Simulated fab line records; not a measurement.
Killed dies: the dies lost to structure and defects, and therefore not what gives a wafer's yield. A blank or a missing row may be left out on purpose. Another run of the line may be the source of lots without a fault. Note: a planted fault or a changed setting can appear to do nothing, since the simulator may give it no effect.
Which tool is to blame? -- flow sky130 -- 11 lots, 33 wafers sampled, at 3 steps of a route of 708

## WHAT EACH GAUGE READ, for each wafer
SKY_VIA2_RS_MEAS_22: measures by four-point-probe.
lot,measured,on,VIA2_W_RS (ohm/sq)
L388,day 36 11:46,film-metro-03,0.2762 0.2738 0.2740
L389,day 36 11:33,film-metro-03,0.2796 0.2770 0.2796
L390,day 36 20:16,film-metro-01,0.2732 0.2746 0.2729
L396,day 38 14:05,film-metro-01,0.2751 0.2725 0.2740
L397,day 39 03:52,film-metro-04,0.2738 0.2760 0.2732
L399,day 39 19:25,film-metro-03,0.2710 0.2730 0.2736
L401,day 40 02:14,film-metro-01,0.2739 0.2784 0.2738
L403,day 40 23:39,film-metro-04,0.2728 0.2739 0.2712
L404,day 42 03:44,film-metro-04,0.2733 0.2702 0.2722
L407,day 42 07:12,film-metro-04,0.2785 0.2811 0.2751
L411,day 43 08:50,film-metro-03,0.2771 0.2766 0.2730

## TOOL THAT RAN EACH LOT (tool first, then ch and the chambers of the sampled wafers, then the start)
lot,SKY_FIELD_ISO_CVD_24,SKY_METAL2_STRIP_20
L388,"hdpcvd-01 ch 0,1, day 2 09:45","plasma-asher-03 ch 0,1, day 35 08:47"
L389,"hdpcvd-01 ch 0,1, day 2 12:01","plasma-asher-02 ch 0,1, day 35 08:20"
L390,"hdpcvd-02 ch 0,1,2, day 2 17:44","plasma-asher-02 ch 0,1, day 35 17:01"
L396,"hdpcvd-02 ch 0,1,2, day 4 00:52","plasma-asher-03 ch 0,1, day 37 09:56"
L397,"hdpcvd-02 ch 0,1,2, day 4 05:11","plasma-asher-02 ch 1, day 38 00:17"
L399,"hdpcvd-02 ch 1,2, day 4 16:49","plasma-asher-01 ch 0,1, day 38 16:35"
L401,"hdpcvd-01 ch 1,2, day 5 01:20","plasma-asher-03 ch 0,1, day 38 22:56"
L403,"hdpcvd-01 ch 0,1,2, day 5 12:53","plasma-asher-01 ch 0,1, day 39 21:43"
L404,"hdpcvd-01 ch 0,1,2, day 6 01:42","plasma-asher-03 ch 0,1, day 41 01:55"
L407,"hdpcvd-01 ch 0,1, day 6 11:23","plasma-asher-02 ch 0,1, day 41 05:28"
L411,"hdpcvd-02 ch 0,2, day 7 12:46","plasma-asher-03 ch 0,1, day 42 07:37"
- SKY_FIELD_ISO_CVD_24: deposits SiO2, target thk 595 nm, time 99.2 s.
- SKY_METAL2_STRIP_20: strips in O2/N2.

## THE ANSWER, worked out from the rows above alone
Rule: the usual values come from the lots themselves. The widest of any qualifying gaps counts: lots, ordered by their means at a reading, are off when they make up no more than a third of the lots, leave a main group of 4 or more, and stand apart from it by 3 or more times the standard deviation of that group's means. A main group is skipped when, at the precision printed for the reading in the tables above, its means are all equal. Also off: a lot with no number at a reading for which 4 or more lots have one. Any other lot the step has rows for is counted as sound.
Nothing can be told from this: no lot is off at any reading shown.

## WHAT HAD BEEN PUT IN BY THE SIMULATOR
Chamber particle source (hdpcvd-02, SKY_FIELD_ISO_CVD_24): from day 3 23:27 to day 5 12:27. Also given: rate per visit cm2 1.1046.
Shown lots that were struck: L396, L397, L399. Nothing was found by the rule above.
